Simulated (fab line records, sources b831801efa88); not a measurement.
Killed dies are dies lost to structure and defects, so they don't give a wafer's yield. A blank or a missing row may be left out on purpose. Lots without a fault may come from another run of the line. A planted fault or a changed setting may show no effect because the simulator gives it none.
One fault seen from 2 desks | flow sky130 | each desk has only its own numbers; what lay behind them comes last

THE METROLOGY DESK
What the gauges read, lot by lot, whatever tool the lot ran on: means of the sampled wafers that have a number. A lot is out of limits, marked OUT, if its mean lies more than 4 standard deviations from the usual mean; the brackets give that distance.
Columns: A = LI_CONTACT_HDPCVD_THK at SKY_LI_CONTACT_THK_MEAS_01, usual 926 nm; B = CONTACT_HDPCVD_THK at SKY_CONTACT_THK_MEAS_03, usual 568 nm; C = CONTACT_BOW at SKY_CONTACT_BOW_MEAS_05, usual 81 um
lot  | first seen here | A   | B             | C
L613 | day 27 16:52    | 938 | 562           | 83
L616 | day 28 23:21    | 931 | 566           | 90
L617 | day 29 10:16    | 934 | 673 (+18) OUT | 87
L618 | day 29 13:58    | 922 | 676 (+18) OUT | 81
L619 | day 29 21:38    | 936 | 563           | 81
L620 | day 29 23:13    | 924 | 683 (+19) OUT | 85
L627 | day 33 20:31    | 917 | 559           | 79
L631 | day 34 01:23    | 930 | 562           | 80
L628 | day 34 02:13    | 921 | 569           | 83
L632 | day 34 05:21    | 923 | 572           | 81
L635 | day 35 22:39    | 921 | 565           | 87
This desk's finding: out of limits on L617, L618, L620; first on L617, day 31 21:49 (CONTACT_HDPCVD_THK at SKY_CONTACT_THK_MEAS_03). In limits: L613, L616, L619, L627, L631, L628, L632, L635.

THE TOOL OWNER'S DESK: hdpcvd-01
The tool's own readings at SKY_CONTACT_HDPCVD_02 (deposits SiO2, target thk 565 nm, time 94.2 s): means of the sampled wafers that have a number, for each lot that ran on this tool. A lot is out of limits, marked OUT, if its mean lies more than 4 standard deviations from the usual mean; the brackets give that distance.
Columns: A = sih4_flow_sccm at SKY_CONTACT_HDPCVD_02, usual 59.97 sccm
lot  | first seen here | A
L613 | day 30 03:56    | 60.14
L616 | day 31 09:53    | 59.85
L617 | day 31 21:44    | 71.91 (+60) OUT
L618 | day 32 00:28    | 72.02 (+60) OUT
L620 | day 32 10:14    | 71.98 (+60) OUT
L627 | day 36 04:48    | 59.70
L631 | day 36 09:49    | 60.10
L628 | day 36 10:35    | 59.93
L635 | day 38 06:17    | 59.96
This desk's finding: out of limits on L617, L618, L620; first on L617, day 31 21:44 (sih4_flow_sccm at SKY_CONTACT_HDPCVD_02). In limits: L613, L616, L627, L631, L628, L635.

PUT TOGETHER
The tool owner's desk could have raised an alarm at day 31 21:44, on L617, L618, L620.
The metrology desk could have raised an alarm at day 31 21:49, on L617, L618, L620.
Of the lots named, all ran SKY_CONTACT_HDPCVD_02 on hdpcvd-01.

WHAT THE SIMULATOR HAD PUT IN
Process parameter drift: hdpcvd-01, from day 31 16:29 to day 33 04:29, at SKY_CONTACT_HDPCVD_02. Setting sih4_flow_sccm, moved by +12, from 60. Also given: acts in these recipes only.
Lots struck among those shown: L617, L618, L620.
Hours from the fault's start to each desk's first reading out of limits: the tool owner's desk, 5; the metrology desk, 5.
